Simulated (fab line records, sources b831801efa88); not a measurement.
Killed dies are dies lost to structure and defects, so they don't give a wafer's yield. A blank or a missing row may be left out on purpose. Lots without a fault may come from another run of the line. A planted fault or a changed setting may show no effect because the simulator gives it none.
Which tool did it? | flow gf180mcu | 14 lots, 42 wafers sampled, at 4 steps of a route of 602

WHAT THE GAUGES READ, wafer by wafer
GF_POLY_GATE_THK_MEAS_17. Usual: POLY_GATE_OXIDATION_THK 4.03 nm, standard deviation 0.064.
lot  | measured     | on            | POLY_GATE_OXIDATION_THK (nm) | flag
L521 | day 9 15:55  | film_metro-01 | 4.03 3.94 3.98               |
L523 | day 10 10:09 | film_metro-01 | 3.99 4.03 3.97               |
L524 | day 10 14:08 | film_metro-02 | 3.97 3.99 4.03               |
L525 | day 10 23:44 | film_metro-02 | 4.08 4.04 4.05               |
L526 | day 11 05:29 | film_metro-01 | 3.90 4.00 4.01               |
L527 | day 11 10:22 | film_metro-04 | 4.06 4.01 4.02               |
L528 | day 11 20:49 | film_metro-01 | 4.01 3.98 3.99               |
L529 | day 12 01:46 | film_metro-04 | 4.12 4.05 4.09               |
L531 | day 12 14:10 | film_metro-02 | 4.08 4.07 4.02               |
L533 | day 13 10:45 | film_metro-01 | 4.05 4.02 4.02               |
L535 | day 14 00:10 | film_metro-01 | 4.02 4.02 4.04               |
L540 | day 15 15:31 | film_metro-04 | 4.02 3.97 3.99               |
L541 | day 15 19:37 | film_metro-02 | 3.94 3.95 3.91               |
L542 | day 16 02:54 | film_metro-01 | 3.90 3.96 3.90               |

GF_HV_LDD_CD_MEAS_07: target cd 400 nm. Usual: cd_nm 399.0 nm, standard deviation 2.1.
lot  | measured     | on        | cd_nm (nm)        | flag
L521 | day 10 09:15 | cd_sem-01 | 398.9 399.2 400.3 |
L523 | day 11 04:25 | cd_sem-01 | 399.4 398.8 398.6 |
L524 | day 11 08:08 | cd_sem-02 | 396.1 396.6 395.5 |
L525 | day 11 17:52 | cd_sem-01 | 397.7 398.1 399.2 |
L526 | day 12 00:37 | cd_sem-01 | 402.1 398.4 399.3 |
L527 | day 12 05:33 | cd_sem-02 | 399.7 398.8 398.9 |
L528 | day 12 16:28 | cd_sem-01 | 400.1 399.2 399.4 |
L529 | day 12 21:33 | cd_sem-02 | 398.6 396.5 399.0 |
L531 | day 13 10:12 | cd_sem-01 | 397.7 398.4 398.0 |
L533 | day 14 07:49 | cd_sem-01 | 398.9 398.5 399.9 |
L535 | day 14 21:22 | cd_sem-02 | 398.4 396.9 399.4 |
L540 | day 16 13:12 | cd_sem-01 | 396.9 397.3 396.7 |
L541 | day 16 17:48 | cd_sem-01 | 400.6 397.5 399.8 |
L542 | day 17 01:10 | cd_sem-02 | 397.2 395.6 398.7 |

WHICH TOOL RAN EACH LOT (tool, then ch and the chambers of the sampled wafers, then the start)
lot  | GF_DUAL_GATE_STRIP_13                | GF_HV_LDD_DEHYDRATE_00
L521 | plasma_asher-01 ch 0,1, day 8 17:40  | litho_track-01 ch 0, day 10 00:12
L523 | plasma_asher-04 ch 0,1, day 9 10:14  | litho_track-02 ch 0, day 10 18:51
L524 | plasma_asher-01 ch 0,1, day 9 15:03  | litho_track-02 ch 0, day 10 22:24
L525 | plasma_asher-04 ch 0,1, day 9 23:42  | litho_track-01 ch 0, day 11 08:32
L526 | plasma_asher-03 ch 0,1, day 10 05:43 | litho_track-01 ch 0, day 11 14:41
L527 | plasma_asher-01 ch 0,1, day 10 11:11 | litho_track-01 ch 0, day 11 19:09
L528 | plasma_asher-03 ch 1, day 10 21:28   | litho_track-02 ch 0, day 12 06:18
L529 | plasma_asher-03 ch 0,1, day 11 02:31 | litho_track-01 ch 0, day 12 11:36
L531 | plasma_asher-03 ch 0,1, day 11 11:43 | litho_track-04 ch 0, day 12 23:34
L533 | plasma_asher-03 ch 1, day 12 09:49   | litho_track-02 ch 0, day 13 20:44
L535 | plasma_asher-03 ch 0, day 12 21:08   | litho_track-02 ch 0, day 14 10:17
L540 | plasma_asher-04 ch 0,1, day 14 11:37 | litho_track-04 ch 0, day 16 01:45
L541 | plasma_asher-03 ch 0,1, day 14 17:01 | litho_track-04 ch 0, day 16 06:24
L542 | plasma_asher-03 ch 0,1, day 15 00:51 | litho_track-01 ch 0, day 16 13:25
- GF_DUAL_GATE_STRIP_13: strips in O2/N2.
- GF_HV_LDD_DEHYDRATE_00: time 60 s.

WHAT THE TOOLS THEMSELVES READ (means of the sampled wafers that have a number; where no wafer has one, the mark that the record gives instead)
GF_DUAL_GATE_STRIP_13. Usual: drypump_motor_current_A 5.9 A, standard deviation 0.43; heater_power_w 329 W, standard deviation 30; oes_product_au 0.715 a.u., standard deviation 0.0049; strip_time_to_endpoint_s 12.63 s, standard deviation 0.036.
lot  | tool            | drypump_motor_current_A (A) | heater_power_w (W) | oes_product_au (a.u.) | strip_time_to_endpoint_s (s) | flag
L521 | plasma_asher-01 | 6.0                         | 345                | 0.711                 | 12.64                        |
L523 | plasma_asher-04 | 5.5                         | 311                | 0.716                 | 12.68                        |
L524 | plasma_asher-01 | 5.8                         | 330                | 0.715                 | 12.64                        |
L525 | plasma_asher-04 | 5.5                         | 341                | 0.714                 | 12.64                        |
L526 | plasma_asher-03 | 6.3                         | 325                | 0.715                 | 12.64                        |
L527 | plasma_asher-01 | 6.0                         | 350                | 0.714                 | 12.63                        |
L528 | plasma_asher-03 | 5.9                         | 335                | 0.715                 | 12.66                        |
L529 | plasma_asher-03 | 6.1                         | 330                | 0.712                 | 12.64                        |
L531 | plasma_asher-03 | 6.1                         | 320                | 0.710                 | 12.69                        |
L533 | plasma_asher-03 | 5.9                         | 342                | 0.721                 | 12.61                        |
L535 | plasma_asher-03 | 6.5                         | 315                | 0.719                 | 12.62                        |
L540 | plasma_asher-04 | 5.5                         | 340                | 0.715                 | 12.68                        |
L541 | plasma_asher-03 | 6.1                         | 330                | 0.715                 | 12.59                        |
L542 | plasma_asher-03 | 6.3                         | 317                | 0.712                 | 12.63                        |

GF_HV_LDD_DEHYDRATE_00. Usual: heater_power_total_W 160.38 W, standard deviation 0.12; plate_temp_C 199.97 C, standard deviation 0.16.
lot  | tool           | heater_power_total_W (W) | plate_temp_C (C) | flag
L521 | litho_track-01 | 160.40                   | 200.12           |
L523 | litho_track-02 | 160.46                   | 200.00           |
L524 | litho_track-02 | 160.39                   | 199.91           |
L525 | litho_track-01 | 160.40                   | 200.03           |
L526 | litho_track-01 | 160.32                   | 199.71           |
L527 | litho_track-01 | 160.47                   | 199.98           |
L528 | litho_track-02 | 160.43                   | 199.95           |
L529 | litho_track-01 | 160.43                   | 199.97           |
L531 | litho_track-04 | 160.39                   | 199.80           |
L533 | litho_track-02 | 151.87                   | 191.63           | OFF
L535 | litho_track-02 | 151.86                   | 191.41           | OFF
L540 | litho_track-04 | 160.35                   | 200.03           |
L541 | litho_track-04 | 160.29                   | 200.26           |
L542 | litho_track-01 | 160.22                   | 200.03           |

THE ANSWER, worked out from the rows above alone
Rule: a lot is off if the mean of its wafers that have a number lies more than 3 standard deviations from the usual mean. A lot without any number at a reading at which 4 lots or more have one is off too. The other lots that the step has rows for count as sound. The gauges are gone through in route order, then the tools' own readings, and for those a lot's mean is taken as printed above. The first step at which some lot is off is used, and at that step the reading that is off furthest; a lot without a number counts as furthest.
Off: L533, L535, at GF_HV_LDD_DEHYDRATE_00 (heater_power_total_W).
A tool fits if, at that step or a process step before it, it ran every lot that is off, and no sound lot after the first of them. One fits: litho_track-02 at GF_HV_LDD_DEHYDRATE_00. Its last sound lot is L528 (day 12 06:18), its first lot that is off L533 (day 13 20:44): a fault that began between those two fits.
The tool's own readings at GF_HV_LDD_DEHYDRATE_00 bear it out: on the lots that are off they differ by more than 5 times the standard deviation of the sound lots' means. heater_power_total_W reads 151.87 W there against 160.38 W on the sound lots; plate_temp_C reads 191.52 C there against 199.98 C on the sound lots.

WHAT THE SIMULATOR HAD PUT IN
Process parameter drift: litho_track-02, from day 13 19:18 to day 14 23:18, at GF_HV_LDD_DEHYDRATE_00. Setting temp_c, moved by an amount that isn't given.
Lots struck among those shown: L533, L535. The rule above found the same.
